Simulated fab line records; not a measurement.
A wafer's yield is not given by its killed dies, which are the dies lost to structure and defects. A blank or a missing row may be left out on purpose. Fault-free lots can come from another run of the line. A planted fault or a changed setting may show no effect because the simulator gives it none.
fab line records + flow sky130
record:
- lots: 12
- wafers: 36
- last-day: 50
route steps=708 shown CAPM@538 VIA3@587 METAL5@665 PASSIVATION@683
lots with no fault: from the same line, run without faults
start-h: hours from the record's opening day to when the first of the lot's shown wafers began + wait-h: time in hours since the lot's previous step + " the same as in the row above + L1.1+2: several wafers, shown together as one row + - no value, or no start was given + * or withheld: withheld + < > ~ a bound
route shown NAME@n: NAME is a module with steps in the file, n the number in the route of the first one + usual: average and standard deviation across the fault-free wafers + same: alike in all rows + chamber/n: place in a boat + sites: per-site readings + _std_site: their standard deviation + _edge_site: the outer-site mean with the inner-site mean subtracted + radius-mm: how far each site lies from the wafer's centre + mask NAME#n: copy n + behind: tool/chamber where the wafer was last shaped + hold: reason for holding the lot/hours on hold/outcome of the hold + device: which transistor (n, p or np) failed to switch + end of line: the tests these same wafers got at the end of their route + where a step has no rows: the recipe by itself + killed: at the first sort, the dies lost to defects and structure; wafer yield is something else + map: the dies of a wafer, with x for killed, . for not killed, _ for no die there
set.NAME: the run value of the setting; set.NAME@STEP: its run value at that earlier step + model.NAME: the simulator's own value behind a step, which no gauge read
route steps across a sampled set of lots; one table per step, one row per wafer
services: a tool's chamber out of use, with start hour (start-h, from the record's first day; less than 0 if before it), hours out, and reason
== steps ==
step: SKY_CAPM_THK_MEAS_01
recipe:
- reads: SiO2_of_CAPM_CVD_00
usual:
- CAPM_CVD_00_THK: 15.49/0.25
| lot.wafer | tool          | chamber | start-h | wait-h | CAPM_CVD_00_THK[nm] |
|-----------|---------------|---------|---------|--------|---------------------|
| L993.1    | film-metro-04 | -       | 845.98  | -      | 15.17               |
| L993.4    | "             | -       | "       | "      | 15.36               |
| L993.5    | "             | -       | "       | "      | 15.64               |
| L994.1    | film-metro-02 | -       | 861.24  | -      | 15.32               |
| L994.3    | "             | -       | "       | "      | 15.24               |
| L994.4    | "             | -       | "       | "      | 15.72               |
| L995.1    | film-metro-02 | -       | 867.17  | -      | 15.26               |
| L995.3    | "             | -       | "       | "      | 15.62               |
| L995.6    | "             | -       | "       | "      | 15.61               |
| L998.1    | film-metro-02 | -       | 891.08  | -      | 15.20               |
| L998.2    | "             | -       | "       | "      | 15.26               |
| L998.4    | "             | -       | "       | "      | 15.60               |
| L996.1    | film-metro-02 | -       | 891.56  | -      | 15.56               |
| L996.2    | "             | -       | "       | "      | 15.04               |
| L996.6    | "             | -       | "       | "      | 15.53               |
| L999.1    | film-metro-04 | -       | 902.77  | -      | 15.59               |
| L999.3    | "             | -       | "       | "      | 15.50               |
| L999.4    | "             | -       | "       | "      | 16.09               |
| L101.2    | film-metro-02 | -       | 910.80  | -      | 15.91               |
| L101.3    | "             | -       | "       | "      | 15.41               |
| L101.5    | "             | -       | "       | "      | 15.52               |
| L111.1    | film-metro-02 | -       | 977.36  | -      | 14.99               |
| L111.2    | "             | -       | "       | "      | 15.20               |
| L111.5    | "             | -       | "       | "      | 15.63               |
| L110.1    | film-metro-03 | -       | 978.69  | -      | 15.45               |
| L110.3    | "             | -       | "       | "      | 15.34               |
| L110.5    | "             | -       | "       | "      | 15.62               |
| L113.3    | film-metro-04 | -       | 998.00  | -      | 15.26               |
| L113.4    | "             | -       | "       | "      | 15.41               |
| L113.5    | "             | -       | "       | "      | 16.10               |
| L114.2    | film-metro-02 | -       | 1006.86 | -      | 15.38               |
| L114.3    | "             | -       | "       | "      | 15.41               |
| L114.6    | "             | -       | "       | "      | 15.54               |
| L116.2    | film-metro-02 | -       | 1020.89 | -      | 15.39               |
| L116.3    | "             | -       | "       | "      | 15.14               |
| L116.4    | "             | -       | "       | "      | 15.89               |
step: SKY_VIA3_ETCH_14
recipe:
- chemistry: N2/H2
- target: BARC
- ion-energy-ev: 200
- source-w: 500
- bias-w: 100
- pressure-mtorr: 30
- n2-flow-sccm: 100
- h2-flow-sccm: 200
- stop-on: SiO2
- time-s: 45.9
- target-depth-a: 600
usual:
- bias-w: 99.9/0.33
- drypump-motor-current-A: 5.6/0.42
- n2-flow-sccm: 100.0/0.33
- oes-product-au: 0.854/0.0048
- throttle-valve-pct: 13.225/0.0092
| lot.wafer | tool        | chamber | start-h | wait-h | bias-w | drypump-motor-current-A | n2-flow-sccm | oes-product-au | rf-hours-counter-h | throttle-valve-pct |
|-----------|-------------|---------|---------|--------|--------|-------------------------|--------------|----------------|--------------------|--------------------|
| L993.1    | rie-diel-03 | 2       | 926.38  | 0.0    | 99.9   | 6.2                     | 99.8         | 0.859          | 16                 | 13.221             |
| L993.4    | "           | 3       | "       | "      | 99.7   | 5.6                     | 100.2        | 0.859          | 13                 | 13.217             |
| L993.5    | "           | 3       | "       | "      | 99.9   | 5.6                     | 100.3        | 0.861          | -                  | 13.221             |
| L994.1    | rie-diel-04 | 3       | 938.83  | 0.0    | 99.7   | 6.3                     | 99.9         | 0.851          | 8                  | 13.209             |
| L994.3    | "           | 0       | "       | "      | 100.4  | 5.1                     | 100.1        | 0.852          | 10                 | 13.218             |
| L994.4    | "           | 3       | "       | "      | 99.4   | 6.2                     | 99.8         | 0.851          | -                  | 13.228             |
| L995.1    | rie-diel-04 | 3       | 946.58  | 0.0    | 100.1  | 6.3                     | 100.1        | 0.861          | 8                  | 13.225             |
| L995.3    | "           | 1       | "       | "      | 99.8   | 5.4                     | 99.7         | 0.859          | 16                 | 13.214             |
| L995.6    | "           | 3       | "       | "      | 99.9   | 6.3                     | 100.5        | 0.862          | -                  | 13.229             |
| L998.1    | rie-diel-04 | 1       | 967.38  | 0.0    | 99.7   | 5.4                     | 99.7         | 0.856          | 17                 | 13.225             |
| L998.2    | "           | 2       | "       | "      | 99.9   | 5.8                     | 100.0        | 0.855          | 20                 | 13.220             |
| L998.4    | "           | 0       | "       | "      | 99.6   | 5.1                     | 100.8        | 0.851          | 11                 | 13.208             |
| L996.1    | rie-diel-02 | 0       | 967.71  | 0.0    | 100.2  | 5.1                     | 100.1        | 0.856          | 12                 | 13.228             |
| L996.2    | "           | 2       | "       | "      | 100.2  | 5.3                     | 99.9         | 0.860          | 23                 | 13.222             |
| L996.6    | "           | 2       | "       | "      | 99.5   | 5.3                     | 99.9         | 0.854          | -                  | 13.224             |
| L999.1    | rie-diel-04 | 1       | 979.21  | 0.0    | 99.4   | 5.4                     | 100.2        | 0.861          | 17                 | 13.225             |
| L999.3    | "           | 0       | "       | "      | 99.4   | 5.1                     | 99.4         | 0.855          | 12                 | 13.222             |
| L999.4    | "           | 3       | "       | "      | 118.9  | 6.3                     | 100.2        | 0.854          | 9                  | 13.232             |
| L101.2    | rie-diel-04 | 3       | 987.33  | 0.0    | 119.1  | 6.3                     | 100.7        | 0.847          | 10                 | 13.233             |
| L101.3    | "           | 1       | "       | "      | 100.1  | 5.4                     | 100.6        | 0.858          | 17                 | 13.233             |
| L101.5    | "           | 1       | "       | "      | 99.7   | 5.4                     | 99.7         | 0.854          | -                  | 13.228             |
| L111.1    | rie-diel-02 | 1       | 1049.08 | 0.0    | 100.2  | 5.6                     | 99.9         | 0.845          | 17                 | 13.221             |
| L111.2    | "           | 2       | "       | "      | 100.1  | 5.3                     | 100.1        | 0.852          | 26                 | 13.236             |
| L111.5    | "           | 1       | "       | "      | 100.2  | 5.5                     | 100.2        | 0.847          | -                  | 13.230             |
| L110.1    | rie-diel-02 | 0       | 1050.47 | 0.0    | 100.1  | 5.1                     | 99.0         | 0.854          | 14                 | 13.216             |
| L110.3    | "           | 3       | "       | "      | 100.1  | 5.9                     | 99.7         | 0.857          | 6                  | 13.218             |
| L110.5    | "           | 1       | "       | "      | 99.7   | 5.6                     | 100.1        | 0.854          | -                  | 13.239             |
| L113.3    | rie-diel-02 | 3       | 1068.13 | 0.0    | 100.2  | 5.9                     | 99.8         | 0.856          | 6                  | 13.233             |
| L113.4    | "           | 0       | "       | "      | 100.3  | 5.1                     | 99.8         | 0.849          | 15                 | 13.227             |
| L113.5    | "           | 1       | "       | "      | 100.0  | 5.5                     | 99.5         | 0.846          | -                  | 13.220             |
| L114.2    | rie-diel-03 | 3       | 1076.58 | 0.0    | 100.3  | 5.6                     | 100.0        | 0.850          | 18                 | 13.220             |
| L114.3    | "           | 2       | "       | "      | 100.3  | 6.2                     | 100.0        | 0.850          | 21                 | 13.220             |
| L114.6    | "           | 0       | "       | "      | 100.1  | 6.2                     | 99.9         | 0.852          | -                  | 13.217             |
| L116.2    | rie-diel-02 | 1       | 1088.28 | 0.0    | 99.8   | 5.5                     | 99.9         | 0.856          | 18                 | 13.238             |
| L116.3    | "           | 3       | "       | "      | 99.8   | 5.9                     | 100.0        | 0.851          | 7                  | 13.218             |
| L116.4    | "           | 2       | "       | "      | 100.0  | 5.3                     | 100.2        | 0.848          | 0                  | 13.236             |
step: SKY_METAL5_SPUTTER_04
recipe:
- material: TiN
- target-thk-nm: 70
- power-w: 6500
- time-s: 58.3
- chamber-pressure-pa: 0.4
usual:
- cathode-dc-power-W: 6500.1/1.2
- throttle-valve-pct: 30.5/0.88
| lot.wafer | tool           | chamber | start-h | wait-h | cathode-dc-power-W | throttle-valve-pct |
|-----------|----------------|---------|---------|--------|--------------------|--------------------|
| L993.1    | pvd-sputter-03 | -       | 1005.42 | 0.0    | 6500.3             | 29.9               |
| L993.4    | "              | -       | "       | "      | 6499.5             | 29.9               |
| L993.5    | "              | -       | "       | "      | 6500.4             | 29.9               |
| L994.1    | pvd-sputter-02 | -       | 1015.97 | 0.0    | 6499.9             | 31.8               |
| L994.3    | "              | -       | "       | "      | 6500.1             | 30.1               |
| L994.4    | "              | -       | "       | "      | 6500.9             | 31.2               |
| L995.1    | pvd-sputter-02 | -       | 1023.27 | 0.0    | 6499.9             | 31.1               |
| L995.3    | "              | -       | "       | "      | 6500.0             | 30.2               |
| L995.6    | "              | -       | "       | "      | 6499.0             | 31.2               |
| L998.1    | pvd-sputter-03 | -       | 1040.72 | 0.0    | 6498.9             | 30.5               |
| L998.2    | "              | -       | "       | "      | 6499.9             | 30.0               |
| L998.4    | "              | -       | "       | "      | 6500.4             | 29.7               |
| L996.1    | pvd-sputter-03 | -       | 1041.44 | 0.0    | 6499.7             | 29.8               |
| L996.2    | "              | -       | "       | "      | 6502.2             | 29.9               |
| L996.6    | "              | -       | "       | "      | 6501.3             | 29.7               |
| L999.1    | pvd-sputter-02 | -       | 1053.35 | 0.0    | 6499.0             | 31.0               |
| L999.3    | "              | -       | "       | "      | 6499.8             | 32.0               |
| L999.4    | "              | -       | "       | "      | 6500.5             | 31.2               |
| L101.2    | pvd-sputter-02 | -       | 1061.08 | 0.0    | 6502.0             | 30.2               |
| L101.3    | "              | -       | "       | "      | 6498.2             | 31.3               |
| L101.5    | "              | -       | "       | "      | 6502.1             | 31.4               |
| L111.1    | pvd-sputter-03 | -       | 1117.07 | 0.0    | 6500.7             | 30.4               |
| L111.2    | "              | -       | "       | "      | 6501.7             | 29.7               |
| L111.5    | "              | -       | "       | "      | 6499.6             | 30.5               |
| L110.1    | pvd-sputter-03 | -       | 1119.44 | 0.0    | 6499.4             | 30.5               |
| L110.3    | "              | -       | "       | "      | 6500.6             | 30.4               |
| L110.5    | "              | -       | "       | "      | 6502.1             | 30.5               |
| L113.3    | pvd-sputter-01 | -       | 1133.07 | 0.0    | 6497.9             | 31.4               |
| L113.4    | "              | -       | "       | "      | 6498.7             | 29.7               |
| L113.5    | "              | -       | "       | "      | 6498.3             | 28.9               |
| L114.2    | pvd-sputter-03 | -       | 1142.69 | 0.0    | 6500.1             | 30.1               |
| L114.3    | "              | -       | "       | "      | 6500.7             | 30.8               |
| L114.6    | "              | -       | "       | "      | 6499.5             | 30.4               |
| L116.2    | pvd-sputter-02 | -       | 1150.47 | 0.0    | 6499.1             | 30.2               |
| L116.3    | "              | -       | "       | "      | 6501.8             | 31.2               |
| L116.4    | "              | -       | "       | "      | 6499.4             | 31.9               |
step: SKY_PASSIVATION_CVD_02
recipe:
- material: Si3N4
- target-thk-nm: 540
- temp-c: 400
- time-s: withheld
- rf-w: 450
usual:
- heater-power-w: 719/89
| lot.wafer | tool     | chamber | start-h | wait-h | heater-power-w |
|-----------|----------|---------|---------|--------|----------------|
| L993.1    | pecvd-04 | 1       | 1029.17 | 0.1    | 562            |
| L993.4    | "        | 2       | "       | "      | 735            |
| L993.5    | "        | 0       | "       | "      | 753            |
| L994.1    | pecvd-04 | 0       | 1039.85 | 0.1    | 710            |
| L994.3    | "        | 2       | "       | "      | 626            |
| L994.4    | "        | 2       | "       | "      | 666            |
| L995.1    | pecvd-01 | 0       | 1046.90 | 0.1    | 800            |
| L995.3    | "        | 2       | "       | "      | 835            |
| L995.6    | "        | 1       | "       | "      | 722            |
| L998.1    | pecvd-04 | 1       | 1064.36 | 0.1    | 513            |
| L998.2    | "        | 0       | "       | "      | 757            |
| L998.4    | "        | 1       | "       | "      | 525            |
| L996.1    | pecvd-03 | 0       | 1064.45 | 0.1    | 791            |
| L996.2    | "        | 1       | "       | "      | 709            |
| L996.6    | "        | 1       | "       | "      | 743            |
| L999.1    | pecvd-01 | 1       | 1076.17 | 0.1    | 750            |
| L999.3    | "        | 2       | "       | "      | 865            |
| L999.4    | "        | 2       | "       | "      | 899            |
| L101.2    | pecvd-04 | 2       | 1083.83 | 0.0    | 658            |
| L101.3    | "        | 0       | "       | "      | 763            |
| L101.5    | "        | 2       | "       | "      | 663            |
| L111.1    | pecvd-03 | 2       | 1137.39 | 0.1    | 729            |
| L111.2    | "        | 0       | "       | "      | 775            |
| L111.5    | "        | 1       | "       | "      | 768            |
| L110.1    | pecvd-04 | 0       | 1139.07 | 0.1    | 740            |
| L110.3    | "        | 2       | "       | "      | 589            |
| L110.5    | "        | 2       | "       | "      | 644            |
| L113.3    | pecvd-03 | 2       | 1151.97 | 0.0    | 702            |
| L113.4    | "        | 2       | "       | "      | 721            |
| L113.5    | "        | 1       | "       | "      | 715            |
| L114.2    | pecvd-01 | 0       | 1161.84 | 0.0    | 710            |
| L114.3    | "        | 2       | "       | "      | 920            |
| L114.6    | "        | 1       | "       | "      | 679            |
| L116.2    | pecvd-03 | 1       | 1169.02 | 0.0    | 695            |
| L116.3    | "        | 0       | "       | "      | 811            |
| L116.4    | "        | 2       | "       | "      | 729            |
== services ==
| tool           | chamber | start-h | hours | kind   |
|----------------|---------|---------|-------|--------|
| rie-diel-03    | 1       | 904.94  | 7.0   | repair |
| rie-diel-04    | 1       | 907.41  | 7.2   | repair |
| pecvd-04       | -       | 920.00  | 0.6   | repair |
| rie-diel-02    | -       | 926.08  | 1.0   | repair |
| rie-diel-03    | 0       | 934.01  | 10.5  | repair |
| rie-diel-04    | 1       | 934.40  | 10.5  | repair |
| rie-diel-02    | -       | 943.86  | 4.4   | repair |
| rie-diel-04    | 3       | 955.07  | 1.9   | repair |
| rie-diel-02    | 1       | 955.46  | 9.7   | repair |
| pecvd-01       | -       | 958.33  | 0.8   | pm     |
| pvd-sputter-02 | -       | 959.63  | 1.3   | repair |
| rie-diel-02    | 0       | 985.41  | 3.5   | repair |
| pecvd-01       | -       | 985.77  | 1.7   | repair |
| rie-diel-02    | -       | 990.60  | 1.5   | repair |
| rie-diel-02    | -       | 1003.04 | 15.6  | pm     |
| rie-diel-02    | 0       | 1052.24 | 3.3   | repair |
| pecvd-03       | -       | 1079.67 | 1.5   | repair |
| rie-diel-02    | 3       | 1080.82 | 4.8   | repair |
| pvd-sputter-02 | -       | 1085.34 | 2.5   | repair |
| pvd-sputter-03 | -       | 1105.30 | 1.7   | repair |
| rie-diel-04    | 2       | 1105.82 | 5.4   | repair |
| rie-diel-04    | 3       | 1116.63 | 10.8  | repair |
| pvd-sputter-03 | -       | 1124.21 | 0.6   | repair |
| rie-diel-02    | 0       | 1161.44 | 7.5   | repair |
== key ==
first-sign:
- step: SKY_VIA3_ETCH_14
- reading: bias-w
- direction: up
- sigmas: 58
- usual: 99.9
- struck: 119.0
effect none on later readings
met-at SKY_VIA3_ETCH_14
struck-lots L999,L101
struck-wafers L999.4,L101.2
not-acting-at SKY_CAPM_THK_MEAS_01,SKY_METAL5_SPUTTER_04,SKY_PASSIVATION_CVD_02
onset-between 946.58 979.21
fault:
- kind: process-parameter-drift
- tool: rie-diel-04
- chamber: 3
- onset-h: 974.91
- steps: SKY_VIA3_ETCH_14
- channel: bias-w
- offset: 19.124
- shape: step
- end-h: 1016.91
- acts-in: these-recipes-only
- stated: 100
